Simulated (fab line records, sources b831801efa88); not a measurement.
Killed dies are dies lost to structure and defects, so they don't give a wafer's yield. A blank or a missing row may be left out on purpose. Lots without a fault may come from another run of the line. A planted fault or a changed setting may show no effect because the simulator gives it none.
Problem report in the 8D (eight disciplines) form, filled by code | flow sky130 | the parts of the form that need people (team, actions taken, sign-off) are left out

1. THE PROBLEM
rf_fwd_power_W at SKY_PASSIVATION_ETCH_11 reads a mean of 925.2 W on 6 wafers of 2 lots; wafers without a fault read 796.7 W with a standard deviation of 2.3. That is +56 standard deviations from the usual mean.
The step: etches the open film in CF4/O2, stops on AlCu, target depth 725 nm, time 161.1 s.
First seen on wafer L601.2, day 48 05:08, on rie_diel-04. The record holds 33 wafers of 11 lots with a number at this step. Rule for "out", or "out of limits": more than 4 standard deviations from the usual mean. The other wafers with a number count as sound.

2. WHAT IT IS AND WHAT IT IS NOT
question                    | is                     | is not
which readings at this step | rf_fwd_power_W         | drypump_motor_current_A
which lots                  | L601, L603             | L589, L590, L592, L593, L600, L604, L607, L610, L612
which wafers of those lots  | all that have a number | -
read on which tools         | rie_diel-04            | rie_diel-01, rie_diel-03
when                        | from day 48 05:08      | up to then (15 sound wafers); but 12 sound wafers of L604, L607, L610, L612 came after

3. SUSPECTS, AND WHAT RULES EACH OUT
Counting: a tool at a process step up to the reading stays a suspect if it ran every lot that is out and no sound lot after the first of them.
- rie_diel-04 at SKY_PASSIVATION_ETCH_11 (etches the open film in CF4/O2, stops on AlCu, target depth 725 nm, time 161.1 s): kept. It ran every lot that is out, first L601 (day 48 05:08), and no sound lot after that; its last sound lot up to then is L600 (day 47 22:44). Its own readings are out on those wafers: rf_fwd_power_W.
Left after counting: rie_diel-04 at SKY_PASSIVATION_ETCH_11.

4. THE CAUSE (what the simulator had put in)
Process parameter drift: rie_diel-04, from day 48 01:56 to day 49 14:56, at SKY_PASSIVATION_ETCH_11. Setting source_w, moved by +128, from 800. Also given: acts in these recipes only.
Counting left only this tool.

5. THE CHAIN OF EFFECTS, in route order
Each row: a reading whose mean over the struck wafers that have a number lies more than 3 standard deviations from the usual. Only readings for which the record gives a usual standard deviation are gone through. hours: the time from each lot's start at the first step in this table that gives one to its start at this step, as a median over the lots. sigmas: the change in usual standard deviations.
hours | step                     | reading                  | usual   | on struck wafers | change | sigmas
0     | SKY_PASSIVATION_ETCH_11  | rf_fwd_power_W           | 796.7 W | 925.2            | +128.5 | +56
0     | SKY_PASSIVATION_STRIP_12 | strip_time_to_endpoint_s | 31.49 s | 30.62            | -0.87  | -6.2
The process steps in it:
- SKY_PASSIVATION_ETCH_11: etches the open film in CF4/O2, stops on AlCu, target depth 725 nm, time 161.1 s.
- SKY_PASSIVATION_STRIP_12: strips in O2/N2.
Later measuring or inspecting steps at which every struck wafer that the step has a row for has a number for every such reading, and none has moved that far: SKY_PAD_OPEN_BOW_MEAS_13.

6. WHAT WOULD HAVE CAUGHT IT SOONER
In this record the first reading out of limits was taken at day 48 05:08, 3 hours after the fault began at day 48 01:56.
